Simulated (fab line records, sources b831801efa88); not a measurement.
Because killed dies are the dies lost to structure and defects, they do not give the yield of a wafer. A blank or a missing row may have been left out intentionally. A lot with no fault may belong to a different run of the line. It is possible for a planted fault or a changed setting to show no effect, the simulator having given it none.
The tool behind it: which one? | flow gf180mcu | 24 lots, 72 wafers sampled, at 3 steps of a route of 602

== WHAT EACH GAUGE READ, for each wafer ==
GF_HV_LDD_OVL_MEAS_32. Usual: HV_LDD_02_OVL typically reads -0.3 nm, with standard deviation 1.3.
lot  | measured     | on         | HV_LDD_02_OVL (nm) | flag
L074 | day 11 13:35 | overlay-01 | -2.0 0.4 0.1       |
L075 | day 11 21:13 | overlay-01 | -0.4 0.8 -0.8      |
L076 | day 12 03:34 | overlay-02 | 1.1 0.1 0.1        |
L077 | day 12 14:32 | overlay-01 | 0.2 1.4 -0.5       |
L078 | day 12 22:01 | overlay-02 | -1.9 -3.3 0.0      |
L079 | day 13 04:39 | overlay-02 | -3.3 -1.0 -1.9     |
L080 | day 13 09:56 | overlay-02 | 0.3 -1.4 1.2       |
L081 | day 13 17:34 | overlay-02 | 0.0 0.0 -2.4       |
L082 | day 14 03:18 | overlay-02 | -1.2 -0.6 0.6      |
L083 | day 14 09:29 | overlay-02 | 0.6 -0.9 -2.1      |
L084 | day 14 22:27 | overlay-01 | 0.3 0.1 0.4        |
L085 | day 15 07:48 | overlay-01 | -0.7 -1.8 -1.0     |
L086 | day 16 06:01 | overlay-01 | 0.1 1.1 1.6        |
L088 | day 16 12:49 | overlay-02 | 0.8 -0.9 -0.3      |
L087 | day 16 15:43 | overlay-02 | -0.2 -1.1 -1.0     |
L089 | day 16 22:44 | overlay-01 | -0.5 -0.4 -0.5     |
L090 | day 17 06:01 | overlay-02 | 2.0 1.5 1.7        |
L092 | day 17 18:39 | overlay-01 | 1.7 1.2 0.3        |
L091 | day 17 21:16 | overlay-01 | -1.9 -1.1 -1.8     |
L094 | day 18 03:55 | overlay-02 | -0.2 -0.2 0.4      |
L093 | day 18 05:13 | overlay-02 | -0.8 2.2 -1.3      |
L095 | day 18 10:37 | overlay-01 | -1.5 -0.4 -1.2     |
L096 | day 19 02:52 | overlay-01 | -0.7 1.4 0.1       |
L097 | day 19 08:45 | overlay-02 | 2.6 3.0 1.2        |

GF_V2_CD_MEAS_14: the cd target is 260 nm. Usual: cd nm 260.1 nm, standard deviation 1.1.
lot  | measured     | on        | cd nm (nm)        | flag
L074 | day 20 05:56 | cd sem-01 | 260.5 260.7 260.9 |
L075 | day 20 14:44 | cd sem-01 | 260.4 260.8 260.0 |
L076 | day 20 23:33 | cd sem-01 | 259.9 260.1 260.7 |
L077 | day 21 14:01 | cd sem-01 | 257.8 258.9 258.6 |
L078 | day 21 23:42 | cd sem-02 | 260.7 261.3 260.9 |
L079 | day 22 06:19 | cd sem-02 | 259.5 259.4 261.6 |
L080 | day 22 12:10 | cd sem-02 | 261.3 261.4 262.0 |
L081 | day 22 22:05 | cd sem-01 | 260.8 260.3 261.4 |
L082 | day 23 08:00 | cd sem-01 | 257.8 258.4 257.8 |
L083 | day 23 16:52 | cd sem-02 | 259.9 258.9 261.2 |
L084 | day 24 07:38 | cd sem-02 | 261.1 260.6 259.6 |
L085 | day 24 12:50 | cd sem-01 | 258.9 259.6 259.7 |
L086 | day 25 13:33 | cd sem-02 | 260.1 258.1 260.6 |
L088 | day 25 20:54 | cd sem-01 | 259.2 259.4 258.8 |
L087 | day 25 21:56 | cd sem-01 | 259.2 259.9 260.8 |
L089 | day 26 04:27 | cd sem-02 | 259.9 259.1 259.2 |
L090 | day 26 10:32 | cd sem-01 | 260.7 261.4 262.3 |
L092 | day 26 23:42 | cd sem-01 | 261.1 260.4 260.7 |
L091 | day 27 00:55 | cd sem-02 | 258.6 259.0 257.4 |
L094 | day 27 06:02 | cd sem-02 | 259.4 260.0 261.3 |
L093 | day 27 10:32 | cd sem-01 | 258.9 259.7 260.4 |
L095 | day 27 12:10 | cd sem-01 | 261.8 260.6 260.6 |
L096 | day 28 01:22 | cd sem-02 | 259.3 258.5 259.3 |
L097 | day 28 03:50 | cd sem-02 | 261.2 261.6 261.8 |

GF_M3_THK_MEAS_06: measures by xrf. Usual: M3_ALCU_THK typically reads 452 nm, with standard deviation 6.8.
lot  | measured     | on            | M3_ALCU_THK (nm) | flag
L074 | day 20 07:49 | film metro-04 | 457 453 458      |
L075 | day 20 16:37 | film metro-03 | 455 454 447      |
L076 | day 21 01:25 | film metro-04 | 452 451 444      |
L077 | day 21 15:52 | film metro-03 | 460 464 470      |
L078 | day 22 01:33 | film metro-03 | 442 443 445      |
L079 | day 22 08:10 | film metro-04 | 438 446 452      |
L080 | day 22 14:02 | film metro-04 | 454 452 456      |
L081 | day 22 23:56 | film metro-04 | 459 462 462      |
L082 | day 23 09:51 | film metro-04 | 456 455 464      |
L083 | day 23 18:48 | film metro-03 | 437 443 450      |
L084 | day 24 09:53 | film metro-04 | 449 453 452      |
L085 | day 24 15:24 | film metro-04 | 457 457 456      |
L086 | day 25 15:44 | film metro-03 | 441 441 443      |
L088 | day 25 22:44 | film metro-01 | 450 456 457      |
L087 | day 25 23:47 | film metro-01 | 451 448 452      |
L089 | day 26 06:17 | film metro-03 | 448 458 450      |
L090 | day 26 12:26 | film metro-03 | 447 450 445      |
L092 | day 27 01:43 | film metro-03 | 459 459 456      |
L091 | day 27 02:47 | film metro-01 | 445 451 442      |
L094 | day 27 07:53 | film metro-04 | 457 455 461      |
L093 | day 27 12:23 | film metro-04 | 460 456 449      |
L095 | day 27 14:01 | film metro-04 | 448 445 449      |
L096 | day 28 03:13 | film metro-04 | 448 446 452      |
L097 | day 28 05:44 | film metro-04 | 449 454 452      |

== WHAT TOOL EACH LOT RAN ON (gives the tool, then ch and the chambers of the sampled wafers, and finally the start) ==
There is no process step in the record ahead of these readings.

== AS READ BY THE TOOLS THEMSELVES (means over the sampled wafers that have a number; for cases with no such wafer, the mark the record gives instead) ==
The record holds no such reading with a usual standard deviation.

== THE ANSWER, worked out from the rows above alone ==
Rule: lot off if the mean of its wafers having a number is beyond 3 standard deviations from the usual mean. Also off: a lot with no number at a reading for which 4 or more lots have one. The other lots that the step has rows for count as sound. The gauges are gone through in route order, then the tools' own readings, and for those a lot's mean is taken as printed above. At the first step where some lot is off, the reading lying furthest off is the one used; lots without a number count as furthest.
Nothing can be told from this: no lot is off at any reading shown.

== WHAT HAD BEEN PUT IN BY THE SIMULATOR ==
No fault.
